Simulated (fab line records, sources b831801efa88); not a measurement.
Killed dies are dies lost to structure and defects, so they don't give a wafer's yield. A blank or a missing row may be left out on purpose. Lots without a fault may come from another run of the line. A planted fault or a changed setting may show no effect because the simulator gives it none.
fab line records | flow gf180mcu
record lots=5 wafers=15 last_day=33
route steps=602 shown V2@406 M3@409 V3@429
lots that met no fault: from a run of the same line without faults
start_h: hours from the record's first day to the start of the lot's first wafer shown | wait_h: hours since the lot's step before | " the same as in the row above | L1.1+2: a row that stands for several wafers | - no value, or no start given | * or withheld: withheld | < > ~ a bound
route shown NAME@n: a module of which the file shows steps, and the number in the route of the first | usual: mean/standard deviation of fault-free wafers | same: alike in all rows | chamber/n: place in a boat | sites: the reading at each site | _std_site: their standard deviation | _edge_site: outer sites' mean less inner sites' | radius_mm: how far each site lies from the wafer's centre | mask NAME#n: copy n | behind: the tool/chamber that last shaped the wafer | hold: why the lot was held/for how many hours/how that ended | device: the transistor (n, p or np) that didn't switch | end of line: the same wafers' tests at the end of the route | a step without rows: its recipe alone | killed: dies lost to structure and defects at the first sort, not the wafer's yield | map: a wafer's dies, x killed, . not, _ none there
set.NAME: the setting as run; set.NAME@STEP: as run at that earlier step | model.NAME: the simulator's own value behind a step, which no gauge read
lots at some steps of the route; a table a step, a row a wafer
services: from which hour (start_h, from the record's first day; less than 0 if before it) a tool's chamber was out of use, for how many hours, and why
## steps
# step GF_V2_RS_MEAS_24
# recipe thk_meas_gauge=four-point-probe reads=W_of_V2_CVD_23+TiN_of_V2_SPUTTER_22+Ti_of_V2_SPUTTER_21
# usual V2_W_RS=0.327/0.0031
# columns lot.wafer tool chamber start_h wait_h V2_W_RS[ohm/sq]
L077.1 film_metro-03 - 497.42 0.1 0.329
L077.3 " - " " 0.329
L077.5 " - " " 0.330
L082.2 film_metro-01 - 537.13 0.1 0.332
L082.4 " - " " 0.330
L082.6 " - " " 0.326
L087.1 film_metro-04 - 573.46 0.1 0.325
L087.2 " - " " 0.324
L087.6 " - " " 0.327
L091.1 film_metro-04 - 610.53 0.1 0.326
L091.2 " - " " 0.324
L091.4 " - " " 0.328
L093.2 film_metro-04 - 619.98 0.1 0.329
L093.4 " - " " 0.330
L093.6 " - " " 0.331
# step GF_V2_THK_MEAS_25
# recipe thk_meas_gauge=xrf reads=W_of_V2_CVD_23
# usual V2_W_THK=347/3.5
# columns lot.wafer tool chamber start_h wait_h V2_W_THK[nm]
L077.1 film_metro-03 - 497.54 0.1 345
L077.3 " - " " 346
L077.5 " - " " 345
L082.2 film_metro-01 - 537.24 0.1 343
L082.4 " - " " 347
L082.6 " - " " 349
L087.1 film_metro-04 - 573.58 0.1 349
L087.2 " - " " 349
L087.6 " - " " 347
L091.1 film_metro-04 - 610.65 0.1 350
L091.2 " - " " 351
L091.4 " - " " 349
L093.2 film_metro-04 - 620.09 0.1 347
L093.4 " - " " 346
L093.6 " - " " 344
# step GF_V2_CMP_26
# recipe stop_on=SiO2 down_force_psi=3.5 platen_rpm=60 t_overpolish_s=15 target_thk_nm=0 pad_velocity_m_s=0.94248
# usual motor_current_A=10.8/0.99 overpolish_run_s=15.001/0.0085 time_to_endpoint_s=84/4
# columns lot.wafer tool chamber start_h wait_h motor_current_A overpolish_run_s time_to_endpoint_s
L077.3 cmp-02 0 497.60 0.0 11.6 14.994 83
L077.1 " 1 " " 12.4 15.014 83
L077.5 " 1 " " 12.2 14.996 81
L082.2 cmp-02 3 537.39 0.1 11.8 14.999 79
L082.4 " 0 " " 12.0 15.003 80
L082.6 " 2 " " 11.5 15.004 84
L087.2 cmp-01 1 573.64 0.0 11.3 14.987 84
L087.1 " 2 " " 9.9 14.982 89
L087.6 " 2 " " 9.5 15.006 88
L091.4 cmp-02 3 610.71 0.0 11.0 15.004 80
L091.2 " 0 " " 11.3 15.006 81
L091.1 " 1 " " 11.6 15.008 79
L093.2 cmp-01 1 620.14 0.0 11.5 15.011 79
L093.4 " 0 " " 9.5 15.007 85
L093.6 " 1 " " 12.2 15.007 80
# step GF_M3_SPUTTER_00
# recipe material=Ti target_thk_nm=37.5 arriving_ion_energy_ev=80 substrate_temp_c=200 chamber_pressure_pa=2 power_w=4000 time_s=150
# usual throttle_valve_pct=30.1/1.2
# columns lot.wafer tool chamber start_h wait_h throttle_valve_pct
L077.1 pvd_sputter-02 - 497.90 0.2 30.0
L077.3 " - " " 32.3
L077.5 " - " " 32.0
L082.2 pvd_sputter-01 - 537.59 0.1 29.8
L082.4 " - " " 27.9
L082.6 " - " " 27.7
L087.1 pvd_sputter-02 - 573.94 0.2 30.1
L087.2 " - " " 31.9
L087.6 " - " " 30.1
L091.1 pvd_sputter-04 - 611.01 0.1 28.9
L091.2 " - " " 30.6
L091.4 " - " " 30.0
L093.2 pvd_sputter-02 - 620.44 0.2 31.9
L093.4 " - " " 30.2
L093.6 " - " " 29.7
# step GF_M3_SPUTTER_01
# recipe material=TiN target_thk_nm=30 power_w=6500 time_s=25 chamber_pressure_pa=0.4
# usual throttle_valve_pct=30.1/1.2
# columns lot.wafer tool chamber start_h wait_h throttle_valve_pct
L077.1 pvd_sputter-02 - 498.00 0.1 29.8
L077.3 " - " " 32.1
L077.5 " - " " 31.8
L082.2 pvd_sputter-01 - 537.69 0.1 30.1
L082.4 " - " " 28.0
L082.6 " - " " 27.9
L087.1 pvd_sputter-02 - 574.04 0.1 29.9
L087.2 " - " " 32.0
L087.6 " - " " 30.1
L091.1 pvd_sputter-04 - 611.11 0.1 28.7
L091.2 " - " " 30.8
L091.4 " - " " 29.9
L093.2 pvd_sputter-02 - 620.54 0.1 31.9
L093.4 " - " " 29.6
L093.6 " - " " 30.0
# step GF_M3_SPUTTER_02
# recipe material=AlCu target_thk_nm=450 power_w=10600 time_s=23.9 chamber_pressure_pa=0.4
# usual throttle_valve_pct=30.1/1.2
# columns lot.wafer tool chamber start_h wait_h throttle_valve_pct
L077.1 pvd_sputter-02 - 498.03 0.0 30.0
L077.3 " - " " 31.6
L077.5 " - " " 32.2
L082.2 pvd_sputter-01 - 537.72 0.0 30.0
L082.4 " - " " 27.9
L082.6 " - " " 27.8
L087.1 pvd_sputter-02 - 574.07 0.0 30.2
L087.2 " - " " 32.1
L087.6 " - " " 30.0
L091.1 pvd_sputter-04 - 611.14 0.0 28.9
L091.2 " - " " 30.7
L091.4 " - " " 29.9
L093.2 pvd_sputter-02 - 620.57 0.0 32.1
L093.4 " - " " 29.8
L093.6 " - " " 29.9
# step GF_M3_SPUTTER_03
# recipe material=Ti target_thk_nm=10 substrate_temp_c=300 chamber_pressure_pa=0.3 power_w=3000 time_s=6.7
# usual throttle_valve_pct=30.1/1.2
# columns lot.wafer tool chamber start_h wait_h throttle_valve_pct
L077.1 pvd_sputter-02 - 498.06 0.0 30.0
L077.3 " - " " 32.2
L077.5 " - " " 31.9
L082.2 pvd_sputter-01 - 537.75 0.0 30.2
L082.4 " - " " 27.9
L082.6 " - " " 27.9
L087.1 pvd_sputter-02 - 574.10 0.0 30.1
L087.2 " - " " 32.2
L087.6 " - " " 30.1
L091.1 pvd_sputter-04 - 611.17 0.0 28.9
L091.2 " - " " 30.9
L091.4 " - " " 29.9
L093.2 pvd_sputter-02 - 620.60 0.0 32.0
L093.4 " - " " 30.2
L093.6 " - " " 29.9
# step GF_M3_SPUTTER_04
# recipe material=TiN target_thk_nm=50 power_w=6500 time_s=41.7 chamber_pressure_pa=0.4
# usual throttle_valve_pct=30.1/1.2
# columns lot.wafer tool chamber start_h wait_h throttle_valve_pct
L077.1 pvd_sputter-02 - 498.08 0.0 29.5
L077.3 " - " " 31.8
L077.5 " - " " 31.9
L082.2 pvd_sputter-01 - 537.77 0.0 30.3
L082.4 " - " " 27.7
L082.6 " - " " 27.8
L087.1 pvd_sputter-02 - 574.12 0.0 29.9
L087.2 " - " " 32.0
L087.6 " - " " 30.2
L091.1 pvd_sputter-04 - 611.19 0.0 28.8
L091.2 " - " " 30.9
L091.4 " - " " 30.1
L093.2 pvd_sputter-02 - 620.62 0.0 31.8
L093.4 " - " " 29.9
L093.6 " - " " 29.7
# step GF_M3_RS_MEAS_05
# recipe thk_meas_gauge=four-point-probe reads=TiN_of_M3_SPUTTER_04+Ti_of_M3_SPUTTER_03+AlCu_of_M3_SPUTTER_02+TiN_of_M3_SPUTTER_01+Ti_of_M3_SPUTTER_00
# usual M3_ALCU_RS=0.0693/0.0008
# columns lot.wafer tool chamber start_h wait_h M3_ALCU_RS[ohm/sq]
L077.1 film_metro-03 - 498.12 0.0 0.0690
L077.3 " - " " 0.0700
L077.5 " - " " 0.0699
L082.2 film_metro-01 - 537.83 0.0 0.0690
L082.4 " - " " 0.0680
L082.6 " - " " 0.0679
L087.1 film_metro-03 - 574.16 0.0 0.0691
L087.2 " - " " 0.0688
L087.6 " - " " 0.0691
L091.1 film_metro-02 - 611.23 0.0 0.0682
L091.2 " - " " 0.0696
L091.4 " - " " 0.0679
L093.2 film_metro-03 - 620.68 0.0 0.0698
L093.4 " - " " 0.0704
L093.6 " - " " 0.0701
# step GF_M3_THK_MEAS_06
# recipe thk_meas_gauge=xrf reads=AlCu_of_M3_SPUTTER_02
# usual M3_ALCU_THK=450/5.5
# columns lot.wafer tool chamber start_h wait_h M3_ALCU_THK[nm]
L077.1 film_metro-03 - 498.24 0.1 454
L077.3 " - " " 445
L077.5 " - " " 448
L082.2 film_metro-01 - 537.94 0.1 453
L082.4 " - " " 459
L082.6 " - " " 459
L087.1 film_metro-03 - 574.28 0.1 451
L087.2 " - " " 454
L087.6 " - " " 451
L091.1 film_metro-02 - 611.35 0.1 455
L091.2 " - " " 447
L091.4 " - " " 459
L093.2 film_metro-03 - 620.79 0.1 446
L093.4 " - " " 440
L093.6 " - " " 445
# step GF_M3_DEHYDRATE_07
# recipe temp_c=200 time_s=60
# usual heater_power_total_W=160.37/0.12
# columns lot.wafer tool chamber start_h wait_h heater_power_total_W
L077.1 litho_track-03 0 509.61 11.4 160.42
L077.3 " 0 " " 160.43
L077.5 " 0 " " 160.50
L082.2 litho_track-01 0 548.59 10.6 160.19
L082.4 " 0 " " 160.41
L082.6 " 0 " " 160.39
L087.1 litho_track-04 0 584.42 10.1 160.49
L087.2 " 0 " " 160.41
L087.6 " 0 " " 160.23
L091.1 litho_track-04 0 620.92 9.6 160.41
L091.2 " 0 " " 160.27
L091.4 " 0 " " 160.52
L093.2 litho_track-04 0 630.00 9.2 160.39
L093.4 " 0 " " 160.26
L093.6 " 0 " " 160.16
# step GF_M3_HMDS_08
# recipe prime_time_s=60 prime_temp_c=120
# columns lot.wafer tool chamber start_h wait_h
L077.1+3+5 litho_track-03 0 509.76 0.1
L082.2+4+6 litho_track-01 0 548.74 0.1
L087.1+2+6 litho_track-04 0 584.57 0.1
L091.1+2+4 litho_track-04 0 621.07 0.1
L093.2+4+6 litho_track-04 0 630.15 0.1
# step GF_M3_COAT_09
# recipe resist=KrF spin_rpm=withheld resist_thk_nm=1000
# columns lot.wafer tool chamber start_h wait_h
L077.1+3+5 litho_track-03 0 509.91 0.1
L082.2+4+6 litho_track-01 0 548.89 0.1
L087.1+2+6 litho_track-04 0 584.72 0.1
L091.1+2+4 litho_track-04 0 621.22 0.1
L093.2+4+6 litho_track-04 0 630.30 0.1
# step GF_M3_SOFTBAKE_10
# recipe temp_c=130 time_s=60 resist=KrF
# usual heater_power_total_W=93.04/0.063
# columns lot.wafer tool chamber start_h wait_h heater_power_total_W
L077.1 litho_track-03 0 510.06 0.1 93.00
L077.3 " 0 " " 93.12
L077.5 " 0 " " 93.11
L082.2 litho_track-01 0 549.04 0.1 93.09
L082.4 " 0 " " 93.12
L082.6 " 0 " " 92.92
L087.1 litho_track-04 0 584.87 0.1 92.94
L087.2 " 0 " " 92.95
L087.6 " 0 " " 93.09
L091.1 litho_track-04 0 621.37 0.1 93.14
L091.2 " 0 " " 93.02
L091.4 " 0 " " 93.02
L093.2 litho_track-04 0 630.45 0.1 93.06
L093.4 " 0 " " 93.01
L093.6 " 0 " " 92.98
# step GF_M3_EXPOSE_11
# recipe mask_id=Metal3 target_cd_nm=280 na=0.68 source_shape=conventional sigma_outer=0.6 dose_mj=28
# same na=0.68
# columns lot.wafer tool chamber start_h wait_h mask
L077.1+3+5 krf_scanner-01 0 - - Metal3#0
L082.2+4+6 krf_scanner-02 0 - - Metal3#0
L087.1+2+6 krf_scanner-01 0 - - Metal3#0
L091.1+2+4 krf_scanner-01 0 - - Metal3#0
L093.2+4+6 krf_scanner-02 0 - - Metal3#0
# step GF_M3_PEB_12
# recipe peb_temp_c=135 peb_time_s=90 resist=KrF
# usual heater_power_total_W=85.70/0.088
# columns lot.wafer tool chamber start_h wait_h heater_power_total_W
L077.1 litho_track-01 0 - - 85.68
L077.3 " 0 " " 85.73
L077.5 " 0 " " 85.73
L082.2 litho_track-01 0 - - 85.78
L082.4 " 0 " " 85.64
L082.6 " 0 " " 85.82
L087.1 litho_track-04 0 - - 85.77
L087.2 " 0 " " 85.60
L087.6 " 0 " " 85.74
L091.1 litho_track-01 0 - - 85.66
L091.2 " 0 " " 85.79
L091.4 " 0 " " 85.58
L093.2 litho_track-01 0 - - 85.80
L093.4 " 0 " " 85.64
L093.6 " 0 " " 85.67
# step GF_M3_DEVELOP_13
# recipe develop_time_s=60 dev_temp_c=21
# columns lot.wafer tool chamber start_h wait_h
L077.1+3+5 litho_track-01 0 521.22 0.2
L082.2+4+6 litho_track-01 0 559.89 0.2
L087.1+2+6 litho_track-04 0 594.92 0.2
L091.1+2+4 litho_track-01 0 630.87 0.2
L093.2+4+6 litho_track-01 0 640.49 0.2
# step GF_M3_CD_MEAS_14
# recipe target_cd_nm=280
# usual cd_nm=279.8/1.2
# columns lot.wafer tool chamber start_h wait_h cd_nm
L077.1 cd_sem-01 - 521.37 0.1 279.0
L077.3 " - " " 279.3
L077.5 " - " " 280.1
L082.2 cd_sem-02 - 560.04 0.1 279.2
L082.4 " - " " 280.3
L082.6 " - " " 278.4
L087.1 cd_sem-02 - 595.07 0.1 278.0
L087.2 " - " " 277.4
L087.6 " - " " 277.7
L091.1 cd_sem-01 - 631.02 0.1 281.1
L091.2 " - " " 281.8
L091.4 " - " " 279.2
L093.2 cd_sem-02 - 640.64 0.1 279.6
L093.4 " - " " 279.3
L093.6 " - " " 280.7
# step GF_M3_OVL_MEAS_15
# usual M3_OVL=-1/5.1
# columns lot.wafer tool chamber start_h wait_h M3_OVL[nm]
L077.1 overlay-01 - 521.51 0.1 -8
L077.3 " - " " -4
L077.5 " - " " -5
L082.2 overlay-02 - 560.14 0.1 -2
L082.4 " - " " -9
L082.6 " - " " -8
L087.1 overlay-01 - 595.19 0.1 -9
L087.2 " - " " -4
L087.6 " - " " -5
L091.1 overlay-01 - 631.14 0.1 -4
L091.2 " - " " 2
L091.4 " - " " -1
L093.2 overlay-01 - 640.74 0.1 11
L093.4 " - " " 4
L093.6 " - " " 16
# step GF_M3_METAL_ETCH_16
# recipe chemistry=Cl2/BCl3 mask_material=KrF target_depth_nm=627.5 stop_on=SiO2 pressure_mtorr=8 icp_w=800 bias_w=140 Cl2_flow_sccm=80 bcl3_flow_sccm=40 time_s=104.6
# usual drypump_motor_current_A=5.4/0.47 oes_product_au=0.972/0.0067 rf_fwd_power_W=795.4/2.3 throttle_valve_pct=28.251/0.011
# columns lot.wafer tool chamber start_h wait_h drypump_motor_current_A oes_product_au rf_fwd_power_W rf_hours_counter_h throttle_valve_pct
L077.1 rie_metal-02 1 521.55 0.0 4.9 0.963 792.9 8.3 28.255
L077.3 " 1 " " 4.9 0.967 795.9 - 28.261
L077.5 " 1 " " 4.9 0.973 794.6 - 28.249
L082.2 rie_metal-01 0 560.17 0.0 5.7 0.978 793.6 1.0 28.237
L082.4 " 0 " " 5.7 0.976 795.2 - 28.264
L082.6 " 0 " " 5.7 0.974 790.0 - 28.251
L087.1 rie_metal-03 1 595.23 0.0 5.7 0.970 792.2 5.0 28.241
L087.2 " 0 " " 5.8 0.977 796.8 7.0 28.256
L087.6 " 1 " " 5.7 0.981 793.7 - 28.243
L091.1 rie_metal-01 1 631.17 0.0 4.7 0.978 795.0 6.5 28.250
L091.2 " 0 " " 5.7 0.981 796.3 3.6 28.247
L091.4 " 1 " " 4.7 0.981 794.2 - 28.237
L093.2 rie_metal-01 0 640.77 0.0 5.7 0.975 793.4 4.0 28.249
L093.4 " 0 " " 5.7 0.967 790.8 - 28.251
L093.6 " 0 " " 5.7 0.961 792.7 - 28.240
# step GF_M3_STRIP_17
# recipe chemistry=O2/N2 power_w=1400 pressure_mtorr=1500 platen_temp_c=250 o2_flow_sccm=3000 n2_flow_sccm=300 overash_fraction=0.5
# usual drypump_motor_current_A=5.9/0.6 heater_power_w=335/23 oes_product_au=0.559/0.0053 platen_temp_c=250.01/0.18 strip_time_to_endpoint_s=7.91/0.052
# columns lot.wafer tool chamber start_h wait_h drypump_motor_current_A heater_power_w oes_product_au platen_temp_c rf_hours_counter_h strip_time_to_endpoint_s
L077.1 plasma_asher-02 0 521.66 0.1 6.1 341 0.551 250.02 90 7.88
L077.3 " 0 " " 6.1 336 0.550 249.97 - 7.83
L077.5 " 0 " " 6.1 342 0.565 249.85 - 7.87
L082.2 plasma_asher-02 1 560.28 0.1 6.0 344 0.564 250.03 94 7.88
L082.4 " 1 " " 6.0 349 0.555 250.09 - 7.91
L082.6 " 1 " " 6.0 340 0.564 249.78 - 7.91
L087.1 plasma_asher-01 0 595.34 0.1 5.6 326 0.555 249.87 84 7.93
L087.2 " 1 " " 6.3 283 0.555 250.23 84 7.91
L087.6 " 0 " " 5.6 325 0.563 249.84 - 7.89
L091.1 plasma_asher-03 1 631.28 0.1 6.5 304 0.560 250.02 55 7.84
L091.2 " 0 " " 4.8 368 0.560 250.02 55 7.88
L091.4 " 0 " " 4.8 360 0.553 249.64 - 7.80
L093.2 plasma_asher-03 1 640.88 0.1 6.5 318 0.563 249.97 56 7.92
L093.4 " 1 " " 6.5 309 0.557 250.02 - 7.92
L093.6 " 1 " " 6.5 310 0.556 250.04 - 7.89
# step GF_M3_STRIP_18
# recipe chemistry=post_etch_residue_remover time_s=1200 temp_c=72.5
# usual temp_c=72.52/0.12
# columns lot.wafer tool chamber start_h wait_h temp_c
L077.1 wet_bench-04 1 521.76 0.1 72.44
L077.3 " 1 " " 72.60
L077.5 " 1 " " 72.51
L082.2 wet_bench-04 2 560.38 0.1 72.56
L082.4 " 2 " " 72.62
L082.6 " 2 " " 72.43
L087.1 wet_bench-03 1 595.44 0.1 72.69
L087.2 " 1 " " 72.36
L087.6 " 1 " " 72.37
L091.1 wet_bench-01 1 631.38 0.1 72.37
L091.2 " 1 " " 72.48
L091.4 " 1 " " 72.47
L093.2 wet_bench-03 2 640.98 0.1 72.44
L093.4 " 2 " " 72.47
L093.6 " 2 " " 72.56
# step GF_M3_CLEAN_19
# recipe chemistry=DIW dry=n2_spin
# columns lot.wafer tool chamber start_h wait_h
L077.1+3+5 wet_bench-03 1 522.13 0.0
L082.2+4+6 wet_bench-04 1 560.73 0.0
L087.1+2+6 wet_bench-01 1 595.78 0.0
L091.1+2+4 wet_bench-04 1 631.73 0.0
L093.2+4+6 wet_bench-04 0 641.33 0.0
# step GF_V3_CVD_00
# recipe material=SiO2 target_thk_nm=600 sigma_open_frac=0.3 temp_c=400 time_s=100 sih4_flow_sccm=60 pressure_mtorr=6
# columns lot.wafer tool chamber start_h wait_h
L077.1+3+5 hdpcvd-02 1,2,2 522.22 0.0
L082.2+4+6 hdpcvd-02 0,2,0 560.82 0.0
L087.1+2+6 hdpcvd-02 2,1,1 595.87 0.0
L091.1+2+4 hdpcvd-02 1,2,0 631.82 0.0
L093.2+4+6 hdpcvd-01 1,1,2 641.42 0.0
# step GF_V3_THK_MEAS_01
# recipe reads=SiO2_of_V3_CVD_00
# usual V3_CVD_00_THK=602/8.6
# columns lot.wafer tool chamber start_h wait_h V3_CVD_00_THK[nm]
L077.1 film_metro-04 - 522.30 0.0 609
L077.3 " - " " 587
L077.5 " - " " 590
L082.2 film_metro-04 - 560.90 0.0 605
L082.4 " - " " 582
L082.6 " - " " 609
L087.1 film_metro-04 - 595.97 0.1 598
L087.2 " - " " 602
L087.6 " - " " 608
L091.1 film_metro-02 - 631.89 0.0 605
L091.2 " - " " 602
L091.4 " - " " 618
L093.2 film_metro-02 - 641.50 0.0 596
L093.4 " - " " 604
L093.6 " - " " 601
# step GF_V3_CVD_02
# recipe material=SiO2 target_thk_nm=850 precursor=TEOS temp_c=400 time_s=94.851 rf_w=600
# usual heater_power_w=586/86 rf_fwd_power_W=596.1/1.9
# columns lot.wafer tool chamber start_h wait_h heater_power_w rf_fwd_power_W
L077.1 pecvd-02 0 522.36 0.1 549 599.7
L077.3 " 1 " " 521 594.7
L077.5 " 2 " " 472 595.9
L082.2 pecvd-01 2 560.95 0.0 742 596.1
L082.4 " 1 " " 496 596.5
L082.6 " 0 " " 622 595.6
L087.1 pecvd-01 1 596.03 0.1 608 598.2
L087.2 " 0 " " 529 595.6
L087.6 " 1 " " 494 597.2
L091.1 pecvd-04 2 631.95 0.1 687 597.8
L091.2 " 0 " " 657 595.4
L091.4 " 2 " " 752 598.9
L093.2 pecvd-02 2 641.55 0.0 538 598.3
L093.4 " 2 " " 568 596.7
L093.6 " 0 " " 551 597.3
# step GF_V3_THK_MEAS_03
# recipe reads=SiO2_of_V3_CVD_02
# usual V3_CVD_02_THK=848/13
# columns lot.wafer tool chamber start_h wait_h V3_CVD_02_THK[nm]
L077.1 film_metro-02 - 522.43 0.0 869
L077.3 " - " " 850
L077.5 " - " " 860
L082.2 film_metro-02 - 561.03 0.0 839
L082.4 " - " " 858
L082.6 " - " " 847
L087.1 film_metro-02 - 596.10 0.0 830
L087.2 " - " " 848
L087.6 " - " " 851
L091.1 film_metro-02 - 632.05 0.1 833
L091.2 " - " " 838
L091.4 " - " " 847
L093.2 film_metro-04 - 641.63 0.0 857
L093.4 " - " " 870
L093.6 " - " " 862
# step GF_V3_CMP_04
# recipe material=SiO2 down_force_psi=4 platen_rpm=60 pad_velocity_m_s=0.94248
# usual motor_current_A=12.1/1 time_to_endpoint_s=78/5.8
# columns lot.wafer tool chamber start_h wait_h motor_current_A time_to_endpoint_s
L077.1 cmp-01 0 522.49 0.1 10.5 83
L077.3 " 1 " " 12.2 76
L077.5 " 1 " " 12.3 82
L082.2 cmp-01 2 561.13 0.1 10.9 79
L082.4 " 0 " " 10.2 84
L082.6 " 2 " " 10.5 85
L087.1 cmp-02 0 596.16 0.1 12.5 69
L087.2 " 2 " " 12.5 81
L087.6 " 0 " " 13.4 74
L091.2 cmp-01 3 632.11 0.0 12.6 77
L091.4 " 1 " " 13.5 77
L091.1 " 2 " " 10.6 76
L093.2 cmp-02 1 641.80 0.2 13.2 80
L093.4 " 3 " " 12.5 81
L093.6 " 1 " " 13.8 82
# step GF_V3_BOW_MEAS_05
# recipe mode=bow
# usual V3_BOW=116/8.5
# columns lot.wafer tool chamber start_h wait_h V3_BOW[um]
L077.1 film_metro-02 - 522.79 0.2 130
L077.3 " - " " 115
L077.5 " - " " 125
L082.2 film_metro-02 - 561.40 0.2 123
L082.4 " - " " 105
L082.6 " - " " 116
L087.1 film_metro-04 - 596.46 0.2 132
L087.2 " - " " 125
L087.6 " - " " 118
L091.1 film_metro-04 - 632.41 0.1 119
L091.2 " - " " 117
L091.4 " - " " 125
L093.2 film_metro-04 - 642.07 0.2 122
L093.4 " - " " 130
L093.6 " - " " 121
# step GF_V3_DEHYDRATE_06
# recipe temp_c=200 time_s=60
# usual heater_power_total_W=160.37/0.13
# columns lot.wafer tool chamber start_h wait_h heater_power_total_W
L077.1 litho_track-02 0 533.70 10.9 160.38
L077.3 " 0 " " 160.39
L077.5 " 0 " " 160.56
L082.2 litho_track-03 0 571.33 9.9 160.28
L082.4 " 0 " " 160.40
L082.6 " 0 " " 160.18
L087.1 litho_track-02 0 606.70 10.2 160.33
L087.2 " 0 " " 160.19
L087.6 " 0 " " 160.33
L091.1 litho_track-02 0 641.90 9.5 160.36
L091.2 " 0 " " 160.35
L091.4 " 0 " " 160.26
L093.2 litho_track-01 0 651.49 9.4 160.49
L093.4 " 0 " " 160.21
L093.6 " 0 " " 160.51
# step GF_V3_HMDS_07
# recipe prime_time_s=60 prime_temp_c=120
# columns lot.wafer tool chamber start_h wait_h
L077.1+3+5 litho_track-02 0 533.85 0.1
L082.2+4+6 litho_track-03 0 571.48 0.1
L087.1+2+6 litho_track-02 0 606.85 0.1
L091.1+2+4 litho_track-02 0 642.05 0.1
L093.2+4+6 litho_track-01 0 651.64 0.1
# step GF_V3_COAT_08
# recipe resist=BARC temp_c=withheld time_s=withheld spin_rpm=withheld resist_thk_nm=withheld
# columns lot.wafer tool chamber start_h wait_h
L077.1+3+5 litho_track-02 0 534.00 0.1
L082.2+4+6 litho_track-03 0 571.63 0.1
L087.1+2+6 litho_track-02 0 607.00 0.1
L091.1+2+4 litho_track-02 0 642.20 0.1
L093.2+4+6 litho_track-01 0 651.79 0.1
# step GF_V3_COAT_09
# recipe resist=KrF spin_rpm=withheld resist_thk_nm=1000
# columns lot.wafer tool chamber start_h wait_h
L077.1+3+5 litho_track-02 0 - -
L082.2+4+6 litho_track-03 0 - -
L087.1+2+6 litho_track-02 0 - -
L091.1+2+4 litho_track-02 0 - -
L093.2+4+6 litho_track-01 0 - -
# step GF_V3_SOFTBAKE_10
# recipe temp_c=130 time_s=60 resist=KrF
# usual heater_power_total_W=93.05/0.057
# columns lot.wafer tool chamber start_h wait_h heater_power_total_W
L077.1 litho_track-02 0 - - 92.96
L077.3 " 0 " " 93.07
L077.5 " 0 " " 93.08
L082.2 litho_track-03 0 - - 93.03
L082.4 " 0 " " 93.10
L082.6 " 0 " " 93.06
L087.1 litho_track-02 0 - - 93.01
L087.2 " 0 " " 93.02
L087.6 " 0 " " 92.95
L091.1 litho_track-02 0 - - 93.08
L091.2 " 0 " " 93.08
L091.4 " 0 " " 93.03
L093.2 litho_track-01 0 - - 93.03
L093.4 " 0 " " 92.99
L093.6 " 0 " " 93.11
# step GF_V3_EXPOSE_11
# recipe mask_id=Via3 target_cd_nm=260 na=0.68 source_shape=conventional sigma_outer=0.6 dose_mj=38
# same na=0.68
# columns lot.wafer tool chamber start_h wait_h mask
L077.1+3+5 krf_scanner-02 0 - - Via3#0
L082.2+4+6 krf_scanner-01 0 - - Via3#0
L087.1+2+6 krf_scanner-01 0 - - Via3#0
L091.1+2+4 krf_scanner-02 0 - - Via3#0
L093.2+4+6 krf_scanner-01 0 - - Via3#0
# step GF_V3_PEB_12
# recipe peb_temp_c=135 peb_time_s=90 resist=KrF
# usual heater_power_total_W=85.68/0.087
# columns lot.wafer tool chamber start_h wait_h heater_power_total_W
L077.1 litho_track-03 0 - - 85.81
L077.3 " 0 " " 85.66
L077.5 " 0 " " 85.69
L082.2 litho_track-03 0 - - 85.60
L082.4 " 0 " " 85.80
L082.6 " 0 " " 85.80
L087.1 litho_track-01 0 - - 85.62
L087.2 " 0 " " 85.65
L087.6 " 0 " " 85.77
L091.1 litho_track-01 0 - - 85.63
L091.2 " 0 " " 85.53
L091.4 " 0 " " 85.60
L093.2 litho_track-02 0 - - 85.69
L093.4 " 0 " " 85.74
L093.6 " 0 " " 85.55
# step GF_V3_DEVELOP_13
# recipe develop_time_s=60 resist=KrF dev_temp_c=21
# columns lot.wafer tool chamber start_h wait_h
L077.1+3+5 litho_track-03 0 545.36 0.2
L082.2+4+6 litho_track-03 0 582.98 0.2
L087.1+2+6 litho_track-01 0 617.67 0.2
L091.1+2+4 litho_track-01 0 652.42 0.2
L093.2+4+6 litho_track-02 0 662.12 0.2
# step GF_V3_CD_MEAS_14
# recipe target_cd_nm=260
# usual cd_nm=259.7/1.2
# columns lot.wafer tool chamber start_h wait_h cd_nm
L077.1 cd_sem-01 - 545.51 0.1 260.2
L077.3 " - " " 260.5
L077.5 " - " " 260.2
L082.2 cd_sem-01 - 583.12 0.1 259.1
L082.4 " - " " 258.6
L082.6 " - " " 260.1
L087.1 cd_sem-01 - 617.82 0.1 259.1
L087.2 " - " " 259.6
L087.6 " - " " 260.1
L091.1 cd_sem-01 - 652.57 0.1 261.0
L091.2 " - " " 261.2
L091.4 " - " " 261.2
L093.2 cd_sem-01 - 662.26 0.1 260.1
L093.4 " - " " 260.6
L093.6 " - " " 262.6
# step GF_V3_OVL_MEAS_15
# usual V3_OVL=-3/5.5
# columns lot.wafer tool chamber start_h wait_h V3_OVL[nm]
L077.1 overlay-02 - 545.63 0.1 -3
L077.3 " - " " -5
L077.5 " - " " -1
L082.2 overlay-02 - 583.23 0.1 -5
L082.4 " - " " -8
L082.6 " - " " -11
L087.1 overlay-01 - 617.94 0.1 7
L087.2 " - " " -1
L087.6 " - " " 0
L091.1 overlay-02 - 652.69 0.1 -1
L091.2 " - " " 4
L091.4 " - " " -7
L093.2 overlay-01 - 662.37 0.1 -5
L093.4 " - " " -5
L093.6 " - " " -7
## services
# columns tool chamber start_h hours kind
krf_scanner-01 - 473.95 3.0 repair
pvd_sputter-04 - 477.51 10.6 repair
krf_scanner-01 - 488.37 1.0 pm
krf_scanner-01 - 489.54 0.8 pm
pvd_sputter-02 - 490.61 0.8 repair
pvd_sputter-02 - 502.87 13.0 repair
krf_scanner-01 - 504.01 1.3 pm
cmp-01 - 507.81 0.9 repair
krf_scanner-01 - 526.47 13.7 repair
krf_scanner-01 - 540.16 4.4 pm
krf_scanner-01 - 544.54 4.4 pm
cmp-02 - 550.99 14.7 pm
pvd_sputter-02 - 566.49 4.0 repair
cmp-02 - 568.86 2.2 repair
cmp-02 - 569.16 1.8 repair
pvd_sputter-02 - 569.58 3.6 repair
cmp-02 - 572.00 4.0 pm
cmp-02 - 576.27 2.3 repair
cmp-02 - 577.88 11.2 repair
pvd_sputter-01 - 585.84 1.5 repair
pvd_sputter-04 - 593.31 0.8 repair
cmp-01 - 612.94 0.5 repair
krf_scanner-01 - 657.37 1.0 pm
krf_scanner-01 - 658.37 0.8 pm
## key
fault none
